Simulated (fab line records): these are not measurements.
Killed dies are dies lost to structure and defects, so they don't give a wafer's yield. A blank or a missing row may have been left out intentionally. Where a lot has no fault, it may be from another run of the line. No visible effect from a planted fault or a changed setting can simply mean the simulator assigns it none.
fab line records | flow sky130
record: lots: 7 wafers: 21 last-day: 50
route steps=708 shown PAD_OPEN@694
lots that met no fault: taken from a fault-free run of the same line
start-h: hours from the record's opening day to when the first of the lot's shown wafers began | wait-h: hours from the lot's prior step to this one | " identical to the entry in the row above | L1.1+2: a row that stands for several wafers | - no value, or no start was given | * or withheld: withheld | < > ~ a bound
route shown NAME@n: a module of which the file shows steps, and the number in the route of the first | usual: mean and standard deviation over wafers with no fault | same: alike in all rows | chamber/n: place in a boat | sites: each site's reading | _std_site: standard deviation across them | _edge_site: mean of outer sites minus mean of inner sites | radius-mm: for every site, how far away it sits from the centre of the wafer | mask NAME#n: copy n | behind: tool/chamber where the wafer was last shaped | hold: why the lot went on hold/how many hours it stayed there/how the hold came to an end | device: transistor that didn't switch, given as n, p or np | end of line: the route-end tests of the same wafers | a step given without rows: its recipe and nothing more | killed: at the first sort, the dies lost to defects and structure; wafer yield is something else | map: shows each die of a wafer: x if killed, . if not, _ if none is there
set.NAME: the setting as run; set.NAME@STEP: as run at that earlier step | model.NAME: the simulator's own value behind a step, which no gauge read
certain route steps with their lots: each step a table, each wafer a row
services: when a tool's chamber went out of use (start-h, in hours from the record's first day, below 0 if earlier), for how many hours, and the reason
== steps ==
step: SKY_PAD_OPEN_DEHYDRATE_00
recipe: temp-c: 200 time-s: 60
step: SKY_PAD_OPEN_HMDS_01
recipe: prime-time-s: 60 prime-temp-c: 120
step: SKY_PAD_OPEN_COAT_02
recipe: spin-rpm: 2000 resist-thk-nm: 3000
step: SKY_PAD_OPEN_SOFTBAKE_03
recipe: temp-c: 110 time-s: withheld
step: SKY_PAD_OPEN_EXPOSE_04
recipe: mask-id: PDM target-cd-nm: 60000 na: 0.57 dose-mj: 260
step: SKY_PAD_OPEN_PEB_05
recipe: temp-c: 115 time-s: withheld
step: SKY_PAD_OPEN_DEVELOP_06
recipe: develop-time-s: 60 dev-temp-c: 22.15
step: SKY_PAD_OPEN_ETCH_07
recipe: chemistry: CF4/O2 target-depth-nm: 725 stop-on: AlCu source-w: 800 bias-w: 150 pressure-mtorr: 150 cf4-flow-sccm: 80 O2_flow_sccm: 10 time-s: 161.1
usual: drypump-motor-current-A: 5.6/0.42 oes-product-au: 0.978/0.0072 rf-fwd-power-W: 796.0/2.6 throttle-valve-pct: 5.964/0.0092
same: time-s: 161.1
columns lot.wafer tool chamber start-h wait-h drypump-motor-current-A oes-product-au rf-fwd-power-W rf-hours-counter-h throttle-valve-pct
L589.1 rie-diel-02 2 1079.98 - 5.8 0.977 794.0 14 5.941
L589.5 " 0 " " 5.7 0.976 797.8 - 5.968
L589.6 " 3 " " 5.0 0.984 798.3 - 5.971
L590.2 rie-diel-04 0 1083.42 - 5.2 0.973 794.1 9 5.973
L590.4 " 2 " " 6.3 0.983 796.9 27 5.962
L590.5 " 0 " " 5.2 0.984 795.5 - 5.969
L591.1 rie-diel-04 3 1092.18 - 5.6 0.977 796.6 28 5.969
L591.5 " 0 " " 5.2 0.982 795.4 - 5.969
L591.6 " 3 " " 5.6 0.999 798.8 - 5.971
L598.2 rie-diel-04 2 1141.31 - 6.3 0.974 791.8 28 5.967
L598.3 " 0 " " 5.2 0.977 793.3 12 5.949
L598.5 " 3 " " 5.6 0.983 791.8 - 5.967
L606.1 rie-diel-04 2 1175.77 - 6.3 0.971 794.2 30 5.969
L606.2 " 3 " " 5.6 0.967 788.1 32 5.955
L606.6 " 0 " " 5.2 0.982 795.5 - 5.982
L607.3 rie-diel-03 2 1183.77 - 5.9 0.970 795.8 29 5.953
L607.4 " 0 " " 5.5 0.974 792.2 19 5.963
L607.5 " 2 " " 5.9 0.982 794.2 - 5.962
L609.4 rie-diel-03 3 1188.42 - 6.1 0.973 796.5 21 5.957
L609.5 " 0 " " 5.5 0.985 792.4 - 5.976
L609.6 " 1 " " 6.0 0.984 799.9 - 5.980
step: SKY_PAD_OPEN_STRIP_08
recipe: chemistry: O2/N2 power-w: 1400 pressure-mtorr: 1500 platen-temp-c: withheld overash-fraction: 0.7 o2-flow-sccm: 3000 n2-flow-sccm: 300
usual: drypump-motor-current-A: 5.98/0.29 n2-flow-sccm: 300.1/1 oes-product-au: 0.663/0.0044 strip-time-to-endpoint-s: 37.01/0.093
columns lot.wafer tool chamber start-h wait-h drypump-motor-current-A n2-flow-sccm oes-product-au rf-hours-counter-h strip-time-to-endpoint-s
L589.1 plasma-asher-02 1 1080.08 0.1 5.55 300.8 0.663 66 36.92
L589.5 " 1 " " 5.55 300.6 0.663 - 37.00
L589.6 " 0 " " 5.92 299.4 0.660 - 37.02
L590.2 plasma-asher-04 0 1083.53 0.1 6.01 301.0 0.662 30 37.08
L590.4 " 1 " " 6.27 300.5 0.669 - 37.11
L590.5 " 0 " " 6.03 300.3 0.666 - 37.08
L591.1 plasma-asher-03 0 1092.28 0.1 6.45 299.9 0.657 94 36.93
L591.5 " 0 " " 6.46 300.2 0.666 - 37.02
L591.6 " 1 " " 5.80 299.9 0.666 - 36.88
L598.2 plasma-asher-03 0 1141.42 0.1 6.47 301.3 0.669 98 37.10
L598.3 " 1 " " 5.82 299.8 0.671 - 37.05
L598.5 " 1 " " 5.79 299.4 0.658 - 37.08
L606.1 plasma-asher-03 0 1175.88 0.1 6.46 302.8 0.662 102 37.11
L606.2 " 1 " " 5.80 300.4 0.660 102 37.07
L606.6 " 1 " " 5.81 300.8 0.660 - 37.02
L607.3 plasma-asher-02 0 1183.91 0.1 5.92 299.4 0.665 - 37.14
L607.4 " 1 " " 5.57 299.9 0.665 - 36.91
L607.5 " 0 " " 5.91 299.6 0.663 - 37.11
L609.4 plasma-asher-04 1 1188.56 0.1 6.29 300.6 0.662 - 37.10
L609.5 " 0 " " 5.98 300.0 0.662 - 37.01
L609.6 " 1 " " 6.29 300.3 0.667 - 37.08
step: SKY_PAD_OPEN_STRIP_09
recipe: chemistry: post-etch-residue-remover time-s: 1200 temp-c: 72.5
step: SKY_PAD_OPEN_CLEAN_10
recipe: chemistry: IPA time-s: 180 temp-c: 25
step: SKY_PAD_OPEN_CLEAN_11
recipe: chemistry: O3/DIW dry: n2-spin
step: SKY_PAD_OPEN_ANNEAL_12
recipe: temp-c: 400 time-s: withheld ambient: N2/H2 idle-temp-c: 300 ramp-up-c-per-min: 8 ramp-down-c-per-min: 4
usual: ramp-down-c-per-min: 4.0000/0.00067 ramp-up-c-per-min: 8.0000/0.0015 spike-tc-lower-C: 399.9/1.1 tube-center-temp-C: 400/0.036
columns lot.wafer tool chamber start-h wait-h ramp-down-c-per-min ramp-up-c-per-min spike-tc-lower-C tube-center-temp-C
L589.1 furnace-01 - 1080.67 0.0 - - - -
L589.5 " - " " - - - -
L589.6 " - " " - - - -
L590.2 furnace-02 - 1084.16 0.0 - - - -
L590.4 " - " " - - - -
L590.5 " - " " - - - -
L591.1 furnace-01 - 1092.91 0.0 - - - -
L591.5 " - " " - - - -
L591.6 " - " " - - - -
L598.2 furnace-01 0 1142.02 0.0 4.0008 8.0022 398.6 399.93
L598.3 " 0 " " 3.9994 8.0021 400.2 400.06
L598.5 " 0 " " 3.9998 7.9994 399.4 399.96
L606.1 furnace-02 0 1176.47 0.0 3.9997 8.0019 403.5 399.97
L606.2 " 0 " " 3.9993 7.9986 400.8 400
L606.6 " 0 " " 4.0016 8.0003 400.2 400.01
L607.3 furnace-02 0 1184.47 0.0 4.0020 7.9976 400.7 400
L607.4 " 0 " " 3.9991 8.0027 399.6 400.02
L607.5 " 0 " " 4.0000 8.0000 399.0 399.96
L609.4 furnace-02 0 1189.15 0.0 3.9998 7.9992 399.7 399.99
L609.5 " 0 " " 3.9994 8.0015 400.7 400.01
L609.6 " 0 " " 3.9995 8.0006 398.8 400
step: SKY_PAD_OPEN_BOW_MEAS_13
recipe: mode: bow
usual: PAD_OPEN_BOW: 46/10
columns lot.wafer tool chamber start-h wait-h PAD_OPEN_BOW[um]
L589.1 film-metro-01 - 1082.17 - 100
L589.5 " - " " 93
L589.6 " - " " 87
L590.2 film-metro-04 - 1085.68 - 113
L590.4 " - " " 110
L590.5 " - " " 117
L591.1 film-metro-02 - 1094.41 - 87
L591.5 " - " " 97
L591.6 " - " " 81
L598.2 film-metro-04 - 1143.54 - 39
L598.3 " - " " 37
L598.5 " - " " 39
L606.1 film-metro-04 - 1177.97 - 58
L606.2 " - " " 51
L606.6 " - " " 50
L607.3 film-metro-04 - 1186.02 - 42
L607.4 " - " " 43
L607.5 " - " " 47
L609.4 film-metro-02 - 1190.71 - 58
L609.5 " - " " 60
L609.6 " - " " 63
step: SKY_PAD_OPEN_PROBE_99
usual: defect-limited-yield: 82.5/1.9 killed_at_M0_to_M3: 44/7.3 killed_at_M4_up: 3.1/1.9 killed-at-contacts: 24/5.3 killed-at-front-end: 15/4 killed-at-other: 0.4/0.6 killed-dies: 86/9.2 killed-open: 47/6.9 killed-short: 39/6.9
same: gross-dies: 492 killed-at-back-side: 0
columns lot.wafer tool chamber start-h wait-h defect-limited-yield[%] killed_at_M0_to_M3 killed_at_M4_up killed-at-contacts killed-at-front-end killed-at-other killed-dies killed-open killed-short model.etest.res-xhigh-po.line-ohm-um model.etest.nfet_16v.r-on-ohm-um model.etest.pfet_16v.r-on-ohm-um model.etest.pfet-g5v0d10v5.r-on-ohm-um model.etest.res-xhigh-po.rs-ohm-sq model.etest.pfet_01v8.r-on-ohm-um model.etest.nfet-g5v0d10v5.r-on-ohm-um model.etest.nfet_01v8.r-on-ohm-um
L589.1 prober-02 - 1082.29 0.1 84.8 35 1 22 16 1 75 42 33 6433 1.445e+04 1.516e+04 5064 2285 3152 2016 917.4
L589.5 prober-02 - 1082.49 0.2 82.3 42 1 26 18 0 87 46 41 6614 1.457e+04 1.541e+04 5109 2310 3100 2038 925.4
L589.6 prober-02 - 1082.54 0.2 84.3 44 3 18 12 0 77 39 38 6745 1.447e+04 1.567e+04 5099 2351 3078 2033 905
L590.2 prober-01 - 1085.83 0.1 85.4 30 5 26 9 2 72 43 27 6854 1.45e+04 1.541e+04 5234 2399 3285 2045 936.2
L590.4 prober-01 - 1085.93 0.2 83.9 34 3 24 15 3 79 46 32 6511 1.455e+04 1.573e+04 5322 2326 3299 2068 948.8
L590.5 prober-01 - 1085.98 0.2 82.3 45 7 20 15 0 87 46 41 7099 1.454e+04 1.54e+04 5226 2494 3301 2067 938.4
L591.1 prober-02 - 1094.53 0.1 81.9 44 1 27 17 0 89 47 42 7046 1.486e+04 1.593e+04 5127 2438 3028 2038 882.9
L591.5 prober-02 - 1094.73 0.2 79.7 48 8 26 16 2 100 51 48 6837 1.496e+04 1.575e+04 5126 2394 3030 2055 902.4
L591.6 prober-02 - 1094.78 0.2 83.1 45 9 19 10 0 83 37 46 6954 1.487e+04 1.543e+04 5180 2379 3068 2066 884.5
L598.2 prober-02 - 1143.69 0.1 83.7 43 1 20 15 1 80 35 43 5924 1.398e+04 1.506e+04 4676 2056 2867 1878 798
L598.3 prober-02 - 1143.74 0.2 80.7 46 4 27 17 1 95 57 38 5661 1.398e+04 1.508e+04 4736 2012 2938 1872 817.2
L598.5 prober-02 - 1143.84 0.2 82.3 47 3 26 11 0 87 46 40 5826 1.406e+04 1.526e+04 4752 2010 2940 1889 817.6
L606.1 prober-02 - 1178.09 0.1 83.5 43 3 21 13 1 81 44 37 5987 1.401e+04 1.521e+04 4812 2103 2939 1882 843.8
L606.2 prober-02 - 1178.14 0.1 85.2 34 2 26 11 0 73 41 32 5808 1.411e+04 1.517e+04 4792 2016 2943 1895 843.5
L606.6 prober-02 - 1178.34 0.2 84.3 31 4 27 14 1 77 50 26 5938 1.395e+04 1.494e+04 4758 2081 2879 1874 833.2
L607.3 prober-02 - 1186.20 0.2 82.7 43 2 30 10 0 85 51 34 5770 1.392e+04 1.518e+04 4692 2014 2821 1878 842.9
L607.4 prober-02 - 1186.25 0.2 86.0 45 3 14 7 0 69 44 25 5706 1.376e+04 1.49e+04 4698 1999 2883 1862 847.6
L607.5 prober-02 - 1186.30 0.2 82.9 42 3 19 19 1 84 41 42 5704 1.388e+04 1.531e+04 4783 2043 2872 1894 841.5
L609.4 prober-02 - 1190.92 0.2 82.1 48 2 20 17 1 88 48 40 5757 1.404e+04 1.501e+04 4671 2044 2908 1860 833.1
L609.5 prober-02 - 1190.97 0.2 79.5 51 6 22 22 0 101 67 34 5796 1.39e+04 1.536e+04 4719 2051 2921 1843 852.7
L609.6 prober-02 - 1191.02 0.2 82.5 58 2 15 11 0 86 55 31 6000 1.405e+04 1.534e+04 4631 2084 2819 1828 816.8
killed by level:class
L589.1 VIA1:geometric-particle:open=9 CONTACT:geometric-particle:open=8 LI_CONTACT:geometric-particle:open=7 FIELD_ISO:geometric-particle:short=6 VIA3:geometric-particle:open=5 FIELD_ISO:geometric-particle:open=4 VIA1:geometric-particle:short=4 METAL2:geometric-particle:short=4
L589.5 VIA3:geometric-particle:open=9 CONTACT:geometric-particle:short=8 VIA2:geometric-particle:open=8 METAL2:geometric-particle:short=6 LOCAL_INTERCONNECT:geometric-particle:short=6 CONTACT:geometric-particle:open=6 POLY_GATE:geometric-particle:open=5 VIA1:geometric-particle:open=5
L589.6 VIA1:geometric-particle:open=14 LI_CONTACT:geometric-particle:open=6 METAL2:geometric-particle:short=6 VIA3:geometric-particle:short=5 CONTACT:geometric-particle:short=5 VIA2:geometric-particle:open=5 CONTACT:geometric-particle:open=4 METAL1:geometric-particle:short=4
L590.2 CONTACT:geometric-particle:open=11 LI_CONTACT:geometric-particle:open=6 VIA1:geometric-particle:open=6 VIA3:geometric-particle:open=6 LOCAL_INTERCONNECT:geometric-particle:short=4 FIELD_ISO:geometric-particle:open=3 POLY_GATE:geometric-particle:open=3 METAL1:geometric-particle:short=3
L590.4 LI_CONTACT:geometric-particle:open=10 VIA1:geometric-particle:open=9 CONTACT:geometric-particle:open=6 VIA3:geometric-particle:open=6 METAL2:geometric-particle:short=5 FIELD_ISO:geometric-particle:short=4 FIELD_ISO:geometric-particle:open=4 CONTACT:geometric-particle:short=4
L590.5 VIA2:geometric-particle:open=12 VIA1:geometric-particle:open=12 CONTACT:geometric-particle:open=9 FIELD_ISO:geometric-particle:short=6 METAL3:geometric-particle:short=6 METAL4:geometric-particle:short=6 LI_CONTACT:geometric-particle:open=5 METAL1:geometric-particle:short=5
L591.1 VIA1:geometric-particle:open=12 VIA3:geometric-particle:open=9 CONTACT:geometric-particle:open=9 METAL1:geometric-particle:short=8 LI_CONTACT:geometric-particle:short=6 FIELD_ISO:geometric-particle:open=5 CONTACT:geometric-particle:short=5 FIELD_ISO:geometric-particle:short=4
L591.5 LI_CONTACT:geometric-particle:open=13 VIA1:geometric-particle:short=12 VIA3:geometric-particle:open=9 VIA1:geometric-particle:open=8 METAL4:geometric-particle:short=7 VIA2:geometric-particle:open=6 FIELD_ISO:geometric-particle:open=5 FIELD_ISO:geometric-particle:short=5
L591.6 METAL2:geometric-particle:short=9 VIA3:geometric-particle:open=9 LI_CONTACT:geometric-particle:open=7 METAL1:geometric-particle:short=7 METAL4:geometric-particle:short=7 CONTACT:geometric-particle:open=6 VIA1:geometric-particle:open=6 VIA1:geometric-particle:short=5
L598.2 VIA1:geometric-particle:open=8 VIA2:geometric-particle:short=7 VIA3:geometric-particle:open=6 CONTACT:geometric-particle:open=5 METAL2:geometric-particle:short=5 CONTACT:geometric-particle:short=5 VIA2:geometric-particle:open=5 FIELD_ISO:geometric-particle:open=4
L598.3 CONTACT:geometric-particle:open=12 VIA2:geometric-particle:open=10 VIA1:geometric-particle:open=10 METAL1:geometric-particle:short=10 FIELD_ISO:geometric-particle:open=6 VIA3:geometric-particle:open=6 LI_CONTACT:geometric-particle:short=4 LOCAL_INTERCONNECT:geometric-particle:short=4
L598.5 VIA2:geometric-particle:open=11 VIA1:geometric-particle:open=8 LI_CONTACT:geometric-particle:open=7 CONTACT:geometric-particle:short=7 VIA3:geometric-particle:open=7 LOCAL_INTERCONNECT:geometric-particle:short=5 METAL1:geometric-particle:short=5 FIELD_ISO:geometric-particle:open=4
L606.1 VIA1:geometric-particle:open=11 METAL2:geometric-particle:short=7 VIA3:geometric-particle:open=7 CONTACT:geometric-particle:open=6 FIELD_ISO:geometric-particle:short=5 POLY_GATE:geometric-particle:open=5 LOCAL_INTERCONNECT:geometric-particle:short=5 VIA2:geometric-particle:open=5
L606.2 CONTACT:geometric-particle:open=13 VIA1:geometric-particle:short=6 VIA1:geometric-particle:open=6 VIA3:geometric-particle:open=5 LOCAL_INTERCONNECT:geometric-particle:short=5 CONTACT:geometric-particle:short=5 VIA2:geometric-particle:open=3 FIELD_ISO:geometric-particle:short=3
L606.6 VIA1:geometric-particle:open=9 VIA2:geometric-particle:open=7 LI_CONTACT:geometric-particle:open=7 CONTACT:geometric-particle:open=7 FIELD_ISO:geometric-particle:open=6 LOCAL_INTERCONNECT:geometric-particle:short=5 VIA3:geometric-particle:open=5 POLY_GATE:geometric-particle:open=4
L607.3 VIA1:geometric-particle:open=11 CONTACT:geometric-particle:open=10 VIA2:geometric-particle:open=9 LI_CONTACT:geometric-particle:open=8 VIA2:geometric-particle:short=5 POLY_GATE:geometric-particle:open=4 LOCAL_INTERCONNECT:geometric-particle:short=4 CONTACT:geometric-particle:short=4
L607.4 VIA1:geometric-particle:open=10 VIA3:geometric-particle:open=9 VIA2:geometric-particle:open=5 METAL1:geometric-particle:short=5 FIELD_ISO:geometric-particle:open=4 LI_CONTACT:geometric-particle:open=4 METAL2:geometric-particle:short=4 LI_CONTACT:geometric-particle:short=3
L607.5 VIA1:geometric-particle:open=12 POLY_GATE:geometric-particle:short=9 CONTACT:geometric-particle:open=7 LI_CONTACT:geometric-particle:open=6 METAL2:geometric-particle:short=6 VIA2:geometric-particle:open=6 FIELD_ISO:geometric-particle:open=4 METAL1:geometric-particle:short=4
L609.4 VIA1:geometric-particle:open=12 LI_CONTACT:geometric-particle:open=8 METAL2:geometric-particle:short=6 VIA2:geometric-particle:open=6 VIA3:geometric-particle:open=6 FIELD_ISO:geometric-particle:short=5 CONTACT:geometric-particle:short=4 METAL3:geometric-particle:short=4
L609.5 VIA2:geometric-particle:open=15 VIA1:geometric-particle:open=11 CONTACT:geometric-particle:open=9 FIELD_ISO:geometric-particle:open=7 METAL2:geometric-particle:short=7 SPACER:geometric-particle:open=6 LI_CONTACT:geometric-particle:open=6 CONTACT:geometric-particle:short=5
L609.6 VIA1:geometric-particle:open=20 VIA3:geometric-particle:open=10 VIA2:geometric-particle:open=6 VIA2:geometric-particle:short=5 LI_CONTACT:geometric-particle:open=5 FIELD_ISO:geometric-particle:open=4 POLY_GATE:geometric-particle:open=4 LOCAL_INTERCONNECT:geometric-particle:short=4
== services ==
columns tool chamber start-h hours kind
rie-diel-03 - 1074.05 0.7 repair
plasma-asher-02 - 1081.92 1.0 repair
rie-diel-02 2 1086.27 10.0 repair
rie-diel-03 2 1089.78 10.4 repair
furnace-02 - 1094.95 4.1 pm
furnace-01 - 1099.05 2.9 pm
rie-diel-03 - 1099.49 0.6 repair
rie-diel-02 3 1101.14 14.8 repair
plasma-asher-04 - 1113.86 2.3 repair
rie-diel-04 2 1118.77 1.4 repair
rie-diel-03 1 1121.95 1.2 repair
plasma-asher-02 - 1129.80 4.1 repair
plasma-asher-03 - 1134.10 2.8 pm
plasma-asher-04 - 1141.20 5.0 repair
rie-diel-02 1 1145.70 5.7 repair
rie-diel-04 0 1183.64 6.0 repair
== key ==
first-sign: step: SKY_PAD_OPEN_ANNEAL_12 reading: tool-record direction: missing
effect: step: SKY_PAD_OPEN_BOW_MEAS_13 reading: PAD_OPEN_BOW direction: up sigmas: 5.1 usual: 46 struck: 98
model-effect: step: SKY_PAD_OPEN_PROBE_99 value: etest.res-xhigh-po.line-ohm-um without: 5556 struck: 6788
met-at SKY_PAD_OPEN_ANNEAL_12
struck-wafers L589.1,L589.5,L589.6,L590.2,L590.4,L590.5,L591.1,L591.5,L591.6
fault: kind: skipped-step-whole tool: furnace-01,furnace-02 chamber: - onset-h: 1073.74 steps: SKY_PAD_OPEN_ANNEAL_12 scope: struck-lots-only
